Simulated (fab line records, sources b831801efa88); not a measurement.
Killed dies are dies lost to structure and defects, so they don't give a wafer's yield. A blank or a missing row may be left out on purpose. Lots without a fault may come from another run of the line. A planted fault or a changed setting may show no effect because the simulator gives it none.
Which tool did it? | flow sfq_line | 15 lots, 45 wafers sampled, at 6 steps of a route of 325

WHAT THE GAUGES READ, wafer by wafer
SFQ_I0_BOW_MEAS_907. Usual: I0_BOW 0 um, standard deviation 7.3.
lot  | measured     | on            | I0_BOW (um)    | flag
L915 | day 7 21:25  | film_metro-04 | -3 4 -1        |
L916 | day 8 06:25  | film_metro-01 | 3 0 7          |
L917 | day 8 08:16  | film_metro-04 | 9 1 12         |
L918 | day 8 14:16  | film_metro-01 | 5 8 -3         |
L919 | day 8 15:29  | film_metro-04 | 6 8 8          |
L920 | day 8 19:04  | film_metro-01 | -5 5 -11       |
L921 | day 9 05:16  | film_metro-01 | -4 8 4         |
L922 | day 9 15:04  | film_metro-01 | -3 -3 -8       |
L923 | day 10 03:33 | film_metro-04 | 6 11 3         |
L924 | day 10 08:19 | film_metro-02 | -4 4 6         |
L925 | day 10 20:40 | film_metro-04 | 5 -3 7 - - -   |
L926 | day 11 02:38 | film_metro-01 | 9 -2 5 - - -   |
L927 | day 11 05:40 | film_metro-02 | -11 8 -4       |
L928 | day 11 17:39 | film_metro-02 | 0 -12 -2 - - - |
L938 | day 14 08:39 | film_metro-02 | -6 8 -2        |

SFQ_M6_OVL_MEAS_940. Usual: M6_OVL -1 nm, standard deviation 6.5.
lot  | measured     | on         | M6_OVL (nm) | flag
L915 | day 58 16:46 | overlay-01 | -7 -7 -7    |
L916 | day 59 01:10 | overlay-02 | -4 1 10     |
L917 | day 59 05:58 | overlay-02 | 6 5 5       |
L918 | day 59 09:34 | overlay-02 | -1 -4 -8    |
L919 | day 60 11:58 | overlay-01 | 9 12 11     |
L920 | day 60 13:10 | overlay-01 | -4 2 6      |
L921 | day 60 21:34 | overlay-01 | -17 -13 -7  |
L922 | day 61 01:10 | overlay-02 | 0 1 -3      |
L923 | day 61 07:10 | overlay-02 | -8 -16 -13  |
L924 | day 61 08:22 | overlay-02 | 0 1 -9      |
L925 | day 61 17:58 | overlay-01 | -3 4 4      |
L926 | day 62 04:20 | overlay-02 | 0 -9 -3     |
L927 | day 62 15:08 | overlay-02 | -6 -14 -8   |
L928 | day 62 22:08 | overlay-02 | -2 -4 -10   |
L938 | day 65 21:11 | overlay-01 | -6 0 0      |

SFQ_I6_OVL_MEAS_942. Usual: I6_OVL -3 nm, standard deviation 6.7.
lot  | measured     | on         | I6_OVL (nm) | flag
L915 | day 63 09:08 | overlay-02 | 4 6 6       |
L916 | day 63 16:20 | overlay-02 | 0 -7 -1     |
L917 | day 63 18:50 | overlay-02 | 7 6 -12     |
L918 | day 64 01:56 | overlay-01 | -15 -7 -5   |
L919 | day 65 04:20 | overlay-02 | -4 0 -1     |
L920 | day 65 06:44 | overlay-02 | -10 -5 -10  |
L921 | day 65 15:08 | overlay-02 | 2 -4 -10    |
L922 | day 65 17:32 | overlay-02 | 1 -7 -1     |
L923 | day 66 03:08 | overlay-02 | 3 3 -1      |
L924 | day 66 04:20 | overlay-02 | -2 -4 11    |
L925 | day 66 17:32 | overlay-02 | 5 7 -3      |
L926 | day 66 23:32 | overlay-02 | -17 -1 2    |
L927 | day 67 07:56 | overlay-02 | -6 -1 0     |
L928 | day 67 11:05 | overlay-01 | 1 -5 -1     |
L938 | day 69 22:28 | overlay-01 | -9 -5 -2    |

WHICH TOOL RAN EACH LOT (tool, then ch and the chambers of the sampled wafers, then the start)
lot  | SFQ_TRILAYER_I0_CMP_CMP_028   | SFQ_TRILAYER_I0_METRO_MEASURE_029 | SFQ_TRILAYER_I0_VIA_ETCH_VIA_ETCH_034
L915 | cmp-02 ch 0,2, day 7 18:53    | film_metro-04, day 7 21:43        | rie_diel-02 ch 1,2, day 10 05:29
L916 | cmp-02 ch 2,3, day 8 03:23    | film_metro-01, day 8 06:43        | rie_diel-04 ch 1,2, day 10 17:29
L917 | cmp-01 ch 0,1, day 8 05:16    | film_metro-04, day 8 08:23        | rie_diel-01 ch 0,2,3, day 10 18:41
L918 | cmp-01 ch 0,3, day 8 11:46    | film_metro-01, day 8 14:23        | rie_diel-01 ch 1,2,3, day 10 23:29
L919 | cmp-02 ch 0,2, day 8 12:29    | film_metro-04, day 8 15:37        | rie_diel-04 ch 0,1,3, day 11 03:05
L920 | cmp-02 ch 0,1,2, day 8 16:04  | film_metro-01, day 8 19:11        | rie_diel-04 ch 0,2,3, day 11 08:38
L921 | cmp-02 ch 2,3, day 9 02:44    | film_metro-01, day 9 05:34        | rie_diel-01 ch 0,2, day 11 18:14
L922 | cmp-02 ch 0,1, day 9 12:34    | film_metro-01, day 9 15:11        | rie_diel-01 ch 0,1,3, day 12 06:08
L923 | cmp-02 ch 0,2,3, day 10 01:01 | film_metro-04, day 10 04:02       | rie_diel-01 ch 0,1,2, day 12 20:29
L924 | cmp-01 ch 0,3, day 10 05:49   | film_metro-02, day 10 08:26       | rie_diel-01 ch 0,1,3, day 13 02:29
L925 | cmp-01 ch 0,3, day 10 17:38   | film_metro-04, day 11 04:31       | rie_diel-01 ch 1,2, day 13 15:41
L926 | cmp-01 ch 2,3, day 10 23:38   | film_metro-02, day 11 06:58       | rie_diel-02 ch 0,3, day 13 19:17
L927 | cmp-02 ch 0,1,3, day 11 04:09 | film_metro-02, day 11 05:58       | rie_diel-01 ch 0,2, day 14 01:17
L928 | cmp-01 ch 2,3, day 11 14:38   | film_metro-01, day 11 21:08       | rie_diel-01 ch 2,3, day 14 13:17
L938 | cmp-01 ch 2,3, day 14 06:08   | film_metro-02, day 14 08:57       | rie_diel-04 ch 0,3, day 16 22:53
- SFQ_TRILAYER_I0_CMP_CMP_028: polishes SiO2.
- SFQ_TRILAYER_I0_METRO_MEASURE_029
- SFQ_TRILAYER_I0_VIA_ETCH_VIA_ETCH_034: etches SiO2 in CHF3, stops on Nb, target depth 260 nm.

WHAT THE TOOLS THEMSELVES READ (means of the sampled wafers that have a number; where no wafer has one, the mark that the record gives instead)
SFQ_TRILAYER_I0_CMP_CMP_028. Usual: motor_current_A 9.8 A, standard deviation 0.74; slurry_filter_dp_kPa 13.49 kPa, standard deviation 0.13; time_to_endpoint_s 216 s, standard deviation 8.2.
lot  | tool   | motor_current_A (A) | slurry_filter_dp_kPa (kPa) | time_to_endpoint_s (s) | flag
L915 | cmp-02 | 10.0                | 13.52                      | 226                    |
L916 | cmp-02 | 10.6                | 13.37                      | 220                    |
L917 | cmp-01 | 9.4                 | 13.46                      | 212                    |
L918 | cmp-01 | 9.1                 | 13.49                      | 212                    |
L919 | cmp-02 | 9.8                 | 13.50                      | 222                    |
L920 | cmp-02 | 9.4                 | 13.54                      | 215                    |
L921 | cmp-02 | 10.7                | 13.46                      | 218                    |
L922 | cmp-02 | 9.6                 | 13.55                      | 221                    |
L923 | cmp-02 | 10.4                | 13.45                      | 224                    |
L924 | cmp-01 | 9.4                 | 13.47                      | 210                    |
L925 | cmp-01 | 9.4                 | 13.49                      | 206                    |
L926 | cmp-01 | 9.4                 | 13.50                      | 201                    |
L927 | cmp-02 | 10.1                | 13.44                      | 207                    |
L928 | cmp-01 | 9.6                 | 13.49                      | 209                    |
L938 | cmp-01 | 9.8                 | 13.49                      | 211                    |

SFQ_TRILAYER_I0_METRO_MEASURE_029. Usual: thk_nm 200.2 nm, standard deviation 1.4.
lot  | tool          | thk_nm (nm) | flag
L915 | film_metro-04 | 201.4       |
L916 | film_metro-01 | 200.6       |
L917 | film_metro-04 | 199.7       |
L918 | film_metro-01 | 198.9       |
L919 | film_metro-04 | 200.8       |
L920 | film_metro-01 | 200.5       |
L921 | film_metro-01 | 202.0       |
L922 | film_metro-01 | 200.4       |
L923 | film_metro-04 | 201.9       |
L924 | film_metro-02 | 198.7       |
L925 | film_metro-04 | 215.8       | OFF
L926 | film_metro-02 | 215.5       | OFF
L927 | film_metro-02 | 199.4       |
L928 | film_metro-01 | 213.6       | OFF
L938 | film_metro-02 | 200.4       |

SFQ_TRILAYER_I0_VIA_ETCH_VIA_ETCH_034. Usual: drypump_motor_current_A 5.7 A, standard deviation 0.42; oes_product_au 0.855 a.u., standard deviation 0.0053.
lot  | tool        | drypump_motor_current_A (A) | oes_product_au (a.u.) | flag
L915 | rie_diel-02 | 6.1                         | 0.857                 |
L916 | rie_diel-04 | 5.8                         | 0.856                 |
L917 | rie_diel-01 | 5.6                         | 0.855                 |
L918 | rie_diel-01 | 5.9                         | 0.853                 |
L919 | rie_diel-04 | 5.8                         | 0.860                 |
L920 | rie_diel-04 | 5.8                         | 0.853                 |
L921 | rie_diel-01 | 5.2                         | 0.858                 |
L922 | rie_diel-01 | 5.4                         | 0.858                 |
L923 | rie_diel-01 | 5.6                         | 0.857                 |
L924 | rie_diel-01 | 5.5                         | 0.858                 |
L925 | rie_diel-01 | 6.0                         | 0.891                 | OFF
L926 | rie_diel-02 | 5.9                         | 0.890                 | OFF
L927 | rie_diel-01 | 5.2                         | 0.858                 |
L928 | rie_diel-01 | 5.9                         | 0.890                 | OFF
L938 | rie_diel-04 | 5.7                         | 0.853                 |

THE ANSWER, worked out from the rows above alone
Rule: a lot is off if the mean of its wafers that have a number lies more than 3 standard deviations from the usual mean. A lot without any number at a reading at which 4 lots or more have one is off too. The other lots that the step has rows for count as sound. The gauges are gone through in route order, then the tools' own readings, and for those a lot's mean is taken as printed above. The first step at which some lot is off is used, and at that step the reading that is off furthest; a lot without a number counts as furthest.
Off: L925, L926, L928, at SFQ_TRILAYER_I0_METRO_MEASURE_029 (thk_nm).
A tool fits if, at that step or a process step before it, it ran every lot that is off, and no sound lot after the first of them. None of those tried fits.

WHAT THE SIMULATOR HAD PUT IN
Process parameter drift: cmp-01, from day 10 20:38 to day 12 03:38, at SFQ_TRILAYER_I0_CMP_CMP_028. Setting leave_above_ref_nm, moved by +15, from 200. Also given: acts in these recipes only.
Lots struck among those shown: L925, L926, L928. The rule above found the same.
